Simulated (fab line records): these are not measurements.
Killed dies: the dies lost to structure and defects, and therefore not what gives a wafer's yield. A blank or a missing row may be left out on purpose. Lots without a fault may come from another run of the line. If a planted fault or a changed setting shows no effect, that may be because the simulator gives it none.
A sampling plan put to the test	flow gf180mcu	one fab line, 61 faults that these records tell of, each judged on the records of the lots that it struck; 2 more are left out, because the records don't allow judging them
What counts as the plan is the set of the line's own looks, namely the steps on the route at which a gauge or an inspection reads a wafer and does not change it. Where struck wafers have a number at a look and the file lists that look's usual mean and standard deviation on fault-free wafers, the look can be judged. Caught: the struck wafers' mean, at a look after the fault's first step, is 4 or more of those standard deviations (sigma) away from the usual mean. On the tool: the test repeated on the tool's own readings taken at the fault's steps. If the struck wafers alone have a blank record, or they carry another recipe, that too counts as caught.

== THE FAULTS, as the simulator had put them in ==
1. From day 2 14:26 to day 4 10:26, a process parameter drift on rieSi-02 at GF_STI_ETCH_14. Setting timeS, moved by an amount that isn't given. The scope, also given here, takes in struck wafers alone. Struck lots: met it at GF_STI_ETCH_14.
2. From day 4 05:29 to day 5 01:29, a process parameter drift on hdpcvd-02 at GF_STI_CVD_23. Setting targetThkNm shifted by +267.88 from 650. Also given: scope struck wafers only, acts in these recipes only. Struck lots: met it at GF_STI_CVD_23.
3. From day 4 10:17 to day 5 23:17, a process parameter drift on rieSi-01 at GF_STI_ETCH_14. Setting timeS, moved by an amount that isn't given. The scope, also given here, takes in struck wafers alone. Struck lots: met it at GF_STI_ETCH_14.
4. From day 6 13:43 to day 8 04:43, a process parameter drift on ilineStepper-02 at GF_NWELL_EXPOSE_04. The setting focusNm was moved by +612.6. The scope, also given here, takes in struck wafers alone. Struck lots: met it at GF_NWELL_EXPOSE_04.
5. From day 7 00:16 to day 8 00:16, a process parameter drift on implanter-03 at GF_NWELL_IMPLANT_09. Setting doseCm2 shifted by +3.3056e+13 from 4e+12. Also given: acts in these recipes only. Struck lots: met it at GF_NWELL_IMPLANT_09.
6. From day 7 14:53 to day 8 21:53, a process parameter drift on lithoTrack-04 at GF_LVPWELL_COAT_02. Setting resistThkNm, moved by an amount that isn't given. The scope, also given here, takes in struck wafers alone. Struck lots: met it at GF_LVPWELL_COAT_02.
7. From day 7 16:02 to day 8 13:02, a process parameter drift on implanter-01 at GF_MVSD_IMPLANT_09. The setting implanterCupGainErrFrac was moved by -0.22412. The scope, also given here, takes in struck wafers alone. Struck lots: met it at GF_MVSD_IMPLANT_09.
8. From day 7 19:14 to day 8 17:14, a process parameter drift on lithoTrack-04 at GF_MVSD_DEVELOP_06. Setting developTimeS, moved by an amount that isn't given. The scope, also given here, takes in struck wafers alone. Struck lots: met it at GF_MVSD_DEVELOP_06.
9. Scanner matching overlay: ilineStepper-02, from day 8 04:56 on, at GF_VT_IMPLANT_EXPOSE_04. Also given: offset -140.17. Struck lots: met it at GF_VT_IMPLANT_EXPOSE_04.
10. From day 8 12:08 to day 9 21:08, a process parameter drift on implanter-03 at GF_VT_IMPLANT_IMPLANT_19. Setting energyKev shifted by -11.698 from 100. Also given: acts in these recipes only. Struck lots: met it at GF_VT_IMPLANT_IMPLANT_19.
11. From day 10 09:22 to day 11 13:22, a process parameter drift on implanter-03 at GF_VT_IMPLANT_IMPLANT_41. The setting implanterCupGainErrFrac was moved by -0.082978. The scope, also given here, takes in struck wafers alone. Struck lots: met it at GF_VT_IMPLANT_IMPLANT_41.
12. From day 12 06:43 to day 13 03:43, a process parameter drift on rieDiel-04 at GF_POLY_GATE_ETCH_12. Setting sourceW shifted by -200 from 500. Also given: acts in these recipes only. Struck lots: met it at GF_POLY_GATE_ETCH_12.
13. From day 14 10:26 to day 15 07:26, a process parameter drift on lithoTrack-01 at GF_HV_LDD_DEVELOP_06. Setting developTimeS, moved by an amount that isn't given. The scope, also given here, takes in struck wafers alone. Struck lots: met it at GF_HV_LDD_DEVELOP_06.
14. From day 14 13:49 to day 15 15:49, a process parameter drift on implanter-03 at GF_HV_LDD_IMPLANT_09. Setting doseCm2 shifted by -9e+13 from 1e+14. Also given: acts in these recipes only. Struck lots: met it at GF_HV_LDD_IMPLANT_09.
15. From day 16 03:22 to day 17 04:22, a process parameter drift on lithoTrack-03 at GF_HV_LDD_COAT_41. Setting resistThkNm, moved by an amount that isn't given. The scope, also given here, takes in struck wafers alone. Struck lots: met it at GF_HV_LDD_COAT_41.
16. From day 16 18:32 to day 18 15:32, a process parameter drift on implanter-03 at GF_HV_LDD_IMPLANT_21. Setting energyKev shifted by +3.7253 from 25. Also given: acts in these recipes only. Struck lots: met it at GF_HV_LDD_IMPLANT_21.
17. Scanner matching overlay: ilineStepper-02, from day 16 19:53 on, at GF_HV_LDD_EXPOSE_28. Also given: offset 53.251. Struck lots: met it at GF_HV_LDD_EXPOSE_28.
18. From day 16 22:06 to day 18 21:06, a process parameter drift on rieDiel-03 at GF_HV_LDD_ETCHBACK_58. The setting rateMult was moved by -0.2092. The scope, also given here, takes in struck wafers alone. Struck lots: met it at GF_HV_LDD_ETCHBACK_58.
19. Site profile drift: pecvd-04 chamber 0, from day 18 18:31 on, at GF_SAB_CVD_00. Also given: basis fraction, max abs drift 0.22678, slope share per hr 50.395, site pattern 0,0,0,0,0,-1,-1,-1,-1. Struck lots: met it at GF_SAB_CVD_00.
20. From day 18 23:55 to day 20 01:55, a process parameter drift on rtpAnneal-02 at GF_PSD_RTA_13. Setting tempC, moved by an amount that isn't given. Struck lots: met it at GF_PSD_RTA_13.
21. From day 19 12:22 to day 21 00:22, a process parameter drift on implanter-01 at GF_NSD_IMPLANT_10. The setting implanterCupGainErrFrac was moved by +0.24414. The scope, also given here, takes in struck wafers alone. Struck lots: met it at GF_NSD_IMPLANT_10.
22. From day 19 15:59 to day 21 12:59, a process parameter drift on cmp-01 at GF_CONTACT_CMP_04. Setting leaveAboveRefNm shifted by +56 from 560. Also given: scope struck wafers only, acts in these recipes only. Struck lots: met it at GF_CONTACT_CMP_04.
23. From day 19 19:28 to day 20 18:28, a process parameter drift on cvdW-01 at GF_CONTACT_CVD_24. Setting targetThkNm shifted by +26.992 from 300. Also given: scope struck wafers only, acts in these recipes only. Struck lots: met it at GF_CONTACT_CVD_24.
24. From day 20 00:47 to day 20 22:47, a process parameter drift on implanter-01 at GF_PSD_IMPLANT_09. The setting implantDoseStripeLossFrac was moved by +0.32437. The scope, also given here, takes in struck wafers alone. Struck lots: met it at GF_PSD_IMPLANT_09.
25. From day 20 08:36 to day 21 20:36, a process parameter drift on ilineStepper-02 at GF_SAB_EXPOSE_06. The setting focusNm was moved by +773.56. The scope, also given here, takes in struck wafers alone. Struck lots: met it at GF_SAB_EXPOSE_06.
26. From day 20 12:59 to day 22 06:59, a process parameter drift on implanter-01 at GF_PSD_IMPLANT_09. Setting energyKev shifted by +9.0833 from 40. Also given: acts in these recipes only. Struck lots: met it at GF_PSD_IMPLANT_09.
27. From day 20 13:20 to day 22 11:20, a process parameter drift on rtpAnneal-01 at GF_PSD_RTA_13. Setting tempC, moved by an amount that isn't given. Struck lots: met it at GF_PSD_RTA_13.
28. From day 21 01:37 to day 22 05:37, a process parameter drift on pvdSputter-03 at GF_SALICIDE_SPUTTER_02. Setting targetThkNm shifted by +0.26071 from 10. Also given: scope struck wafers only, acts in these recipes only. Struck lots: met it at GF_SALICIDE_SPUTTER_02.
29. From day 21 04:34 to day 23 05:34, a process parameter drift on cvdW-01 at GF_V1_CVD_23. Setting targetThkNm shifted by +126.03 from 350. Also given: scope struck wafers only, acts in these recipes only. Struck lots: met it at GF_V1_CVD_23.
30. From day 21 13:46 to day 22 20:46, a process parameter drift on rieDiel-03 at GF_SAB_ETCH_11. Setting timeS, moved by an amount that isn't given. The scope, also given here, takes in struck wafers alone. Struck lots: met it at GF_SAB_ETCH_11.
31. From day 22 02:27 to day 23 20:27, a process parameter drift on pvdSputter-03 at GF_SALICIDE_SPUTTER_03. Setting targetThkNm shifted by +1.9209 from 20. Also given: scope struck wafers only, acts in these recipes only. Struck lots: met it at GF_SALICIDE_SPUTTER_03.
32. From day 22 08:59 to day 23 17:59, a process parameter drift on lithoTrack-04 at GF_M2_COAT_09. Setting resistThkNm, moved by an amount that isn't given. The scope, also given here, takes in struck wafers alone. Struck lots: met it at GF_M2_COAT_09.
33. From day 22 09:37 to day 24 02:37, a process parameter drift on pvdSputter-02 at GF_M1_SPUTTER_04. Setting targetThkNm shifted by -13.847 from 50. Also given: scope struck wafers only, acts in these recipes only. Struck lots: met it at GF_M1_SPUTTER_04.
34. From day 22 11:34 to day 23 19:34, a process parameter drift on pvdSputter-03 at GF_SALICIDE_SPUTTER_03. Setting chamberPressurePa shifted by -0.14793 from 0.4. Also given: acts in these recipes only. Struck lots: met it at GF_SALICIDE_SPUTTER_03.
35. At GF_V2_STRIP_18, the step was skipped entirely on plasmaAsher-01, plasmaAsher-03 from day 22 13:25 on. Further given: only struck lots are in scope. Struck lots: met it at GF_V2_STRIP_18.
36. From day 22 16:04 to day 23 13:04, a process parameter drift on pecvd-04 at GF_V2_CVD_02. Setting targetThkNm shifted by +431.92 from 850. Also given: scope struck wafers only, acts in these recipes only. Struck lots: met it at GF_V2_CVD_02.
37. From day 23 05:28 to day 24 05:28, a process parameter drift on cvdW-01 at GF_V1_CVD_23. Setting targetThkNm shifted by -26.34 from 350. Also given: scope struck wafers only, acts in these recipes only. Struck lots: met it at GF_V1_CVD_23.
38. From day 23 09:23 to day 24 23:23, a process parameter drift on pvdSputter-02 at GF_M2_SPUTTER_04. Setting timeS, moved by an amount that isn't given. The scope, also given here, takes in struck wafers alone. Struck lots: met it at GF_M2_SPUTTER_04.
39. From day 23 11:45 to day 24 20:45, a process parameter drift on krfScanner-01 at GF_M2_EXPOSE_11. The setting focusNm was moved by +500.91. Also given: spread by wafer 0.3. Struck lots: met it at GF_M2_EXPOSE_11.
40. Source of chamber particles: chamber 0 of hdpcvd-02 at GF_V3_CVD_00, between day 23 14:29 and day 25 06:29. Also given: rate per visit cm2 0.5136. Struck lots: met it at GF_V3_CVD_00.
41. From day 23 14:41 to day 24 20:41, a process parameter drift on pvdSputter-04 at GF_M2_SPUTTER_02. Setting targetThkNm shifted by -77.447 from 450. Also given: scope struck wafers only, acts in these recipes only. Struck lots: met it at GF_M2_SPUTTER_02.
42. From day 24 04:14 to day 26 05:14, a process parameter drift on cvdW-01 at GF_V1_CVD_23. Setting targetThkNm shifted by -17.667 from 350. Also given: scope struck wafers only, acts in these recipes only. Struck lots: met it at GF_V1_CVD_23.
43. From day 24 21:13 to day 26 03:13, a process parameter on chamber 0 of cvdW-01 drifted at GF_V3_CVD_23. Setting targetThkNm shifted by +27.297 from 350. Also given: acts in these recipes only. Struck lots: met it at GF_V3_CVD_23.
44. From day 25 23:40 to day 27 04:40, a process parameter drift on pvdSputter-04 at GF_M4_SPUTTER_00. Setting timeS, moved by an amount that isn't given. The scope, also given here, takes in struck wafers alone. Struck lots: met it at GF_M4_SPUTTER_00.
45. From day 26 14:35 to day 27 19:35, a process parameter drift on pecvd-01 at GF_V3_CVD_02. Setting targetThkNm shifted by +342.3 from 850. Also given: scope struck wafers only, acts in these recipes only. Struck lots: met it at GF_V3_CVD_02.
46. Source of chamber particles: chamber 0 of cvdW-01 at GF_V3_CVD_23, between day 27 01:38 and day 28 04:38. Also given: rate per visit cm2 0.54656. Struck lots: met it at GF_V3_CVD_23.
47. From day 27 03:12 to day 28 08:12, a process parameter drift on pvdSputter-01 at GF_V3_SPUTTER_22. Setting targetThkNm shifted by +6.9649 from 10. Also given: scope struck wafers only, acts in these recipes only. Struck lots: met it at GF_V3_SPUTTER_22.
48. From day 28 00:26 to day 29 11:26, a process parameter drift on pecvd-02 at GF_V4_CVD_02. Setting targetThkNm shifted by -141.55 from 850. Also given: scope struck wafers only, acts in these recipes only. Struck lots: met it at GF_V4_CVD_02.
49. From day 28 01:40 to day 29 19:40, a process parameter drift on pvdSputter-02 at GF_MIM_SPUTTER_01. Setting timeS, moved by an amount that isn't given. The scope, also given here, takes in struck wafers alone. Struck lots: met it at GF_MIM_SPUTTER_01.
50. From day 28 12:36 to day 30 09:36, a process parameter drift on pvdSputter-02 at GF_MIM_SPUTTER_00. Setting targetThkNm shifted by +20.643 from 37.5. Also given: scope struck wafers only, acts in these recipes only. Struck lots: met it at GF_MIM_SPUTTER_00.
51. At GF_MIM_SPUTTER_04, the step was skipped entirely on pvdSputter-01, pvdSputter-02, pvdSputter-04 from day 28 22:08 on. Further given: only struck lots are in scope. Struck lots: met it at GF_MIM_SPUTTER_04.
52. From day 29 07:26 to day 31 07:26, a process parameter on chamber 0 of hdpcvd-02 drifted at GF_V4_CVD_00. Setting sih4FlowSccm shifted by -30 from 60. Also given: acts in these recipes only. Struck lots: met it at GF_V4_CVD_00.
53. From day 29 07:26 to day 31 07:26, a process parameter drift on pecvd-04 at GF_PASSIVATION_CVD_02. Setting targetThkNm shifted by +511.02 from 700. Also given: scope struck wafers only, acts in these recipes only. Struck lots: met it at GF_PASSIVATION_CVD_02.
54. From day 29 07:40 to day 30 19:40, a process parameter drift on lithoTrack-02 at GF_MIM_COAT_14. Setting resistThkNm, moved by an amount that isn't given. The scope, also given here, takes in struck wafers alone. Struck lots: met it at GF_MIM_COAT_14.
55. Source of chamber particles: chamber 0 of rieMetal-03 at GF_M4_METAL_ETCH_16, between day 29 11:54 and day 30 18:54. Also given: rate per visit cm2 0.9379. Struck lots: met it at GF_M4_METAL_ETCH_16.
56. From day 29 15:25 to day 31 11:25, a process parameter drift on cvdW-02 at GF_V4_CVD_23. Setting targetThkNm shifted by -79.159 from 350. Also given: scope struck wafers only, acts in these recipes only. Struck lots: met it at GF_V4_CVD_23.
57. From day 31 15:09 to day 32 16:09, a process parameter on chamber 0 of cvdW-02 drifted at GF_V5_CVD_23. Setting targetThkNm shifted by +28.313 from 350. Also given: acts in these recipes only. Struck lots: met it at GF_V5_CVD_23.
58. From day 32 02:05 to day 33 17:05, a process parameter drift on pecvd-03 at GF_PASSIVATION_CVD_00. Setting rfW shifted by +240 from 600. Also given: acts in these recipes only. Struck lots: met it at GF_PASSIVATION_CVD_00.
59. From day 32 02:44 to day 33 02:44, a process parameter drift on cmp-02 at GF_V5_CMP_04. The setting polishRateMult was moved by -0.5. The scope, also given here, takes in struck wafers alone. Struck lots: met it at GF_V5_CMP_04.
60. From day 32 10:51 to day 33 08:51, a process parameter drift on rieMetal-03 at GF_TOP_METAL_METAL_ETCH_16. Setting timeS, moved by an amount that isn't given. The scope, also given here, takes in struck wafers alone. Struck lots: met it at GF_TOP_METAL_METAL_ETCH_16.
61. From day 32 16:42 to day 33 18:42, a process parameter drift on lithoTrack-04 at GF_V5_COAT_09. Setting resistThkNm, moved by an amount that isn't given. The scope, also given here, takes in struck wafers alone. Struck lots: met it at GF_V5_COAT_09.

== WHAT THE PLAN SAW ==
fault	on the tool itself	first look that catches it	reading, sigma	median hours from its first step to that look	hours from the fault's start to the first struck lot there	judged looks passed uncaught
1	runLengthS -97 sigma	no look after it can be judged	-	-	-	0
2	no reading that can be judged	GF_STI_THK_MEAS_24	STI_CVD_23_THK +47	0.1	4	0
3	runLengthS -26 sigma	no look after it can be judged	-	-	-	0
4	under 2 sigma	none of the 5 looks that can be judged after it	-	-	-	5
5	doseIonsCm2 +99 or beyond sigma	GF_NWELL_TW_MEAS_11	NWELL_TW +47	0.2	10	0
6	no reading that can be judged	not the one look that can be judged after it	-	-	-	1
7	beamOnS +14 sigma	GF_VT_IMPLANT_RS_MEAS_46	MVSD_RS -16	88.1	95	1
8	no reading that can be judged	none of the 3 looks that can be judged after it	-	-	-	3
9	no reading that can be judged	GF_VT_IMPLANT_OVL_MEAS_07	VT_IMPLANT_OVL -78	7.8	9	0
10	beamEnergyKeV -99 or beyond sigma	GF_VT_IMPLANT_TW_MEAS_21	VT_IMPLANT_2_TW -8.3	0.2	17	0
11	beamOnS +5.3 sigma	GF_VT_IMPLANT_TW_MEAS_43	VT_IMPLANT_4_TW +4.8	0.2	22	0
12	rfFwdPowerW -99 or beyond sigma	none of the 2 looks that can be judged after it	strongest: cdNm at GF_POLY_GATE_CD_MEAS_18, +2.8	-	-	2
13	no reading that can be judged	GF_HV_LDD_CD_MEAS_07	cdNm -68	0.2	3	0
14	doseIonsCm2 -99 or beyond sigma	GF_HV_LDD_TW_MEAS_11	HV_LDD_TW -76	0.2	7	0
15	no reading that can be judged	GF_HV_LDD_CD_MEAS_46	cdNm +36	11.8	22	0
16	beamEnergyKeV +99 or beyond sigma	GF_HV_LDD_TW_MEAS_23	HV_LDD_2_TW +6.2	0.2	15	0
17	under 2 sigma	GF_HV_LDD_OVL_MEAS_32	HV_LDD_02_OVL +34	11.0	15	0
18	under 2 sigma	not the one look that can be judged after it	-	-	-	1
19	under 2 sigma	GF_SAB_THK_MEAS_01	SAB_CVD_00_THK -7.0	0.0	11	0
20	wafer_temp_C_max +33 sigma	GF_PSD_RS_MEAS_14	NSD_RS -73	0.1	2	0
21	faradayCurrentUA +12 sigma	GF_PSD_RS_MEAS_14	NSD_RS +14	25.0	31	0
22	only faintly: timeToEndpointS -3.8 sigma	no look after it can be judged	-	-	-	0
23	under 2 sigma	GF_CONTACT_RS_MEAS_25	CONTACT_W_RS -7.2	0.1	3	0
24	no reading that can be judged	GF_PSD_TW_MEAS_11	PSD_TW -6.4	0.2	5	0
25	no reading that can be judged	GF_SAB_CD_MEAS_09	cdNm -35	11.3	12	0
26	beamEnergyKeV +99 or beyond sigma	GF_PSD_TW_MEAS_11	PSD_TW +7.7	0.2	6	0
27	wafer_temp_C_max -16 sigma	GF_PSD_RS_MEAS_14	NSD_RS +31	0.1	6	0
28	under 2 sigma	no look after it can be judged	-	-	-	0
29	under 2 sigma	GF_V1_RS_MEAS_24	V1_W_RS -18	0.1	17	0
30	under 2 sigma	no look after it can be judged	-	-	-	0
31	under 2 sigma	GF_SALICIDE_THK_MEAS_05	SALICIDE_TIN_THK +8.4	0.2	16	0
32	under 2 sigma	no look after it can be judged	-	-	-	0
33	under 2 sigma	not the one look that can be judged after it	strongest: M1_ALCU_THK at GF_M1_THK_MEAS_06, +3.3	-	-	1
34	chamberPressurePa -99 or beyond sigma	GF_SALICIDE_THK_MEAS_05	SALICIDE_TIN_THK +5.2	0.2	7	0
35	the tool's record is blank for the struck wafers	no look after it can be judged	-	-	-	0
36	under 2 sigma	GF_V2_THK_MEAS_03	V2_CVD_02_THK +38	0.1	10	0
37	under 2 sigma	GF_V1_RS_MEAS_24	V1_W_RS +5.4	0.1	2	0
38	under 2 sigma	none of the 7 looks that can be judged after it	-	-	-	7
39	exposureDoseMJCm2 -95 sigma	GF_M2_CD_MEAS_14	cdNm -78	10.7	37	0
40	no reading that can be judged	no look after it can be judged	-	-	-	0
41	under 2 sigma	GF_M2_RS_MEAS_05	M2_ALCU_RS +18	0.1	10	0
42	under 2 sigma	GF_V1_RS_MEAS_24	V1_W_RS +5.7	0.1	4	0
43	under 2 sigma	GF_V3_RS_MEAS_24	V3_W_RS -6.0	0.1	8	0
44	under 2 sigma	no look after it can be judged	-	-	-	0
45	under 2 sigma	GF_V3_THK_MEAS_03	V3_CVD_02_THK +30	0.1	8	0
46	under 2 sigma	no look after it can be judged	-	-	-	0
47	under 2 sigma	no look after it can be judged	-	-	-	0
48	under 2 sigma	GF_V4_THK_MEAS_03	V4_CVD_02_THK -13	0.1	34	0
49	under 2 sigma	no look after it can be judged	-	-	-	0
50	under 2 sigma	no look after it can be judged	-	-	-	0
51	the tool's record is blank for the struck wafers	no look after it can be judged	-	-	-	0
52	sih4FlowSccm -99 or beyond sigma	GF_V4_THK_MEAS_01	V4_CVD_00_THK -47	0.1	9	0
53	under 2 sigma	GF_PASSIVATION_THK_MEAS_03	PASSIVATION_CVD_02_THK +59	0.4	30	0
54	no reading that can be judged	not the one look that can be judged after it	-	-	-	1
55	under 2 sigma	not the one look that can be judged after it	-	-	-	1
56	under 2 sigma	GF_V4_RS_MEAS_24	V4_W_RS +26	0.1	3	0
57	under 2 sigma	GF_V5_RS_MEAS_24	V5_W_RS -6.5	0.2	8	0
58	rfFwdPowerW +99 or beyond sigma	GF_PASSIVATION_THK_MEAS_01	PASSIVATION_CVD_00_THK +8.3	0.1	1	0
59	under 2 sigma	no look after it can be judged	-	-	-	0
60	runLengthS -23 sigma	no look after it can be judged	-	-	-	0
61	under 2 sigma	not the one look that can be judged after it	strongest: cdNm at GF_V5_CD_MEAS_14, -3.3	-	-	1
A dash: this means the fault isn't caught or the number doesn't appear in these records.

Caught at a look: 35 of 61. Caught on the tool: 20 of 61. By one or the other: 41 of 61.
On the tool alone, faults 1, 3, 12, 35, 51, 60 were caught.
Caught at a look alone: faults 2, 9, 13, 15, 17, 19, 23, 24, 25, 29, 31, 36, 37, 41, 42, 43, 45, 48, 53, 56, 57.
Caught by neither: faults 4, 6, 8, 18, 22, 28, 30, 32, 33, 38, 40, 44, 46, 47, 49, 50, 54, 55, 59, 61.

== THINNER SAMPLING ==
Were the look that catches a fault to measure just every second or every third lot (counted by lot number), the first struck lot would, at worst, be measured this late:
fault	struck lots at that look, in order of time	every lot	every second lot	every third lot
2	L633, L634, L637	4 h	6 h	may miss all 3
5	L470, L471	10 h	17 h	may miss all 2
7	L412, L413	95 h	103 h	may miss all 2
9	L324, L328	9 h	may miss all 2	may miss all 2
10	L911, L912	17 h	19 h	may miss all 2
11	L827	22 h	may miss it	may miss it
13	L761, L762	3 h	10 h	may miss all 2
14	L744, L745	7 h	16 h	may miss all 2
15	L992, L994	22 h	may miss all 2	may miss all 2
16	L562, L564	15 h	may miss all 2	may miss all 2
17	L459, L460	15 h	24 h	may miss all 2
19	L562	11 h	may miss it	may miss it
20	L121, L122	2 h	5 h	may miss all 2
21	L381, L382, L383	31 h	35 h	40 h
23	L496, L498	3 h	may miss all 2	may miss all 2
24	L550, L551, L552	5 h	7 h	18 h
25	L279, L283	12 h	may miss all 2	may miss all 2
26	L625, L627	6 h	may miss all 2	may miss all 2
27	L692, L693	6 h	10 h	may miss all 2
29	L298, L303	17 h	47 h	may miss all 2
31	L910, L911	16 h	20 h	may miss all 2
34	L720, L721	7 h	11 h	may miss all 2
36	L196, L197	10 h	20 h	may miss all 2
37	L268, L269	2 h	4 h	may miss all 2
39	L734	37 h	may miss it	may miss it
41	L355, L356	10 h	18 h	may miss all 2
42	L980, L986	4 h	may miss all 2	may miss all 2
43	L369, L368	8 h	24 h	may miss all 2
45	L385	8 h	may miss it	may miss it
48	L140	34 h	may miss it	may miss it
52	L322, L323	9 h	21 h	may miss all 2
53	L965	30 h	may miss it	may miss it
56	L516	3 h	may miss it	may miss it
57	L253, L252, L254	8 h	10 h	12 h
58	L424, L428	1 h	may miss all 2	may miss all 2
The hour figures run from when the fault began to the first measured lot among those it struck. The test against the limit of 4 sigma pooled every struck wafer, which means one lot taken alone may stay below that limit. Other struck lots may not be in these records.

== THE LONGEST TIMED WAY FROM STEP TO LOOK ==
Fault 7: median gap of 88.1 hours between GF_MVSD_IMPLANT_09 and GF_VT_IMPLANT_RS_MEAS_46. The look between them that can be judged stayed within 4 sigma: GF_VT_IMPLANT_OVL_MEAS_29.
